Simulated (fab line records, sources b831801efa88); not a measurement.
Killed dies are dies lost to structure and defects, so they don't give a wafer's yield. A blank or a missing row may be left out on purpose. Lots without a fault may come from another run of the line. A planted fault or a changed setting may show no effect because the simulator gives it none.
Problem report in the 8D (eight disciplines) form, filled by code | flow gf180mcu | the parts of the form that need people (team, actions taken, sign-off) are left out

1. THE PROBLEM
beam_energy_keV at GF_NSD_IMPLANT_10 reads a mean of 45.677 on 6 wafers of 2 lots; wafers without a fault read 40.001 with a standard deviation of 0.013. That is +99 or more standard deviations from the usual mean.
First seen on wafer L381.2, day 20 07:23, on implanter-03. The record holds 39 wafers of 13 lots with a number at this step. Rule for "out", or "out of limits": more than 4 standard deviations from the usual mean. The other wafers with a number count as sound.

2. WHAT IT IS AND WHAT IT IS NOT
question                    | is                     | is not
which readings at this step | beam_energy_keV        | end_station_pressure_torr, tilt_deg
which lots                  | L381, L382             | L361, L362, L363, L364, L365, L369, L370, L372, L374, L379, L384
which wafers of those lots  | all that have a number | -
read on which tools         | implanter-03           | implanter-01, implanter-02
when                        | from day 20 07:23      | up to then (30 sound wafers); but 3 sound wafers of L384 came after

3. SUSPECTS, AND WHAT RULES EACH OUT
Counting: a tool at a process step up to the reading stays a suspect if it ran every lot that is out and no sound lot after the first of them.
- implanter-03 at GF_NSD_IMPLANT_10: kept. It ran every lot that is out, first L381 (day 20 07:23), and no sound lot after that; its last sound lot up to then is L374 (day 17 20:08). Its own readings are out on those wafers: beam_energy_keV.
Left after counting: implanter-03 at GF_NSD_IMPLANT_10.

4. THE CAUSE (what the simulator had put in)
Process parameter drift: implanter-03, from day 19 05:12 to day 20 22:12, at GF_NSD_IMPLANT_10. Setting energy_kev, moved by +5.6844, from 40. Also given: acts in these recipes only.
Counting left only this tool.

5. THE CHAIN OF EFFECTS, in route order
Each row: a reading whose mean over the struck wafers that have a number lies more than 3 standard deviations from the usual. Only readings for which the record gives a usual standard deviation are gone through. hours: the time from each lot's start at the first step in this table that gives one to its start at this step, as a median over the lots. sigmas: the change in usual standard deviations.
hours | step              | reading                  | usual   | on struck wafers | change | sigmas
0     | GF_NSD_IMPLANT_10 | beam_energy_keV          | 40.001  | 45.677           | +5.676 | +99 or more
0     | GF_NSD_STRIP_11   | strip_time_to_endpoint_s | 22.96 s | 23.25            | +0.29  | +7.5
The process steps in it:
- GF_NSD_IMPLANT_10
- GF_NSD_STRIP_11: strips in O2/N2.
Later measuring or inspecting steps at which every struck wafer that the step has a row for has a number for every such reading, and none has moved that far: GF_SAB_OVL_MEAS_10.

6. WHAT WOULD HAVE CAUGHT IT SOONER
In this record the first reading out of limits was taken at day 20 07:23, 26 hours after the fault began at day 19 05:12.
